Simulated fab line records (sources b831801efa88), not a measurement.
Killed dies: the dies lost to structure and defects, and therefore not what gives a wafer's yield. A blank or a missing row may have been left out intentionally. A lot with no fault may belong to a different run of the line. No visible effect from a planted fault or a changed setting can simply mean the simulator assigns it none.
Which tool is to blame?	flow sky130	11 lots, 33 wafers sampled, at 2 steps of a route of 708

## WHAT EACH GAUGE READ, for each wafer
SKY_FIELD_ISO_THK_MEAS_04.
lot	measured	on	FIELD_ISO_CVD_03_THK (nm)
L688	day 1 13:58	filmMetro-01	155.7 157.1 157.4
L689	day 1 19:27	filmMetro-01	159.6 160.5 159.9
L690	day 2 00:55	filmMetro-01	158.6 158.0 158.9
L691	day 2 07:41	filmMetro-02	159.3 158.4 159.4
L692	day 2 11:52	filmMetro-03	156.6 157.1 157.6
L694	day 2 20:48	filmMetro-01	161.3 160.5 160.7
L696	day 3 10:17	filmMetro-02	159.9 160.3 160.1
L697	day 3 16:19	filmMetro-01	135.7 137.5 136.6
L698	day 3 16:20	filmMetro-02	135.4 136.0 135.3
L699	day 3 20:55	filmMetro-03	137.1 137.0 136.1
L700	day 4 03:17	filmMetro-02	140.6 139.7 140.2

## WHAT TOOL EACH LOT RAN ON (gives the tool, then ch and the chambers of the sampled wafers, and finally the start)
lot	SKY_FIELD_ISO_CVD_03
L688	lpcvd-02 ch 0, day 1 12:10
L689	lpcvd-02 ch 0, day 1 17:40
L690	lpcvd-02 ch 0, day 1 23:07
L691	lpcvd-02 ch 1, day 2 05:53
L692	lpcvd-02 ch 0, day 2 10:05
L694	lpcvd-02 ch 1, day 2 19:01
L696	lpcvd-02 ch 0, day 3 08:30
L697	lpcvd-02 ch 1, day 3 14:32
L698	lpcvd-02 ch 1, day 3 14:32
L699	lpcvd-02 ch 1, day 3 19:07
L700	lpcvd-02 ch 0, day 4 01:30
- SKY_FIELD_ISO_CVD_03: deposits Si3N4 from DCS/NH3, target thk 165 nm, time 2742 s.

## THE ANSWER, worked out from the rows above alone
Rule: the usual values come from the lots themselves. Put in order of their means at a reading, lots are off if they are a third of the lots or fewer, leave a main group of 4 or more, and stand apart from it by a gap of 3 or more times the standard deviation of the main group's means; of several such gaps the widest counts. The tables above print the reading to a certain number of digits; a main group whose means all agree to those digits is not used. A lot without any number at a reading at which 4 lots or more have one is off too. Where the step has rows for the other lots, those lots are counted as sound.
No lot is off on any of the readings shown, so nothing can be concluded from this.

## WHAT THE SIMULATOR PUT IN
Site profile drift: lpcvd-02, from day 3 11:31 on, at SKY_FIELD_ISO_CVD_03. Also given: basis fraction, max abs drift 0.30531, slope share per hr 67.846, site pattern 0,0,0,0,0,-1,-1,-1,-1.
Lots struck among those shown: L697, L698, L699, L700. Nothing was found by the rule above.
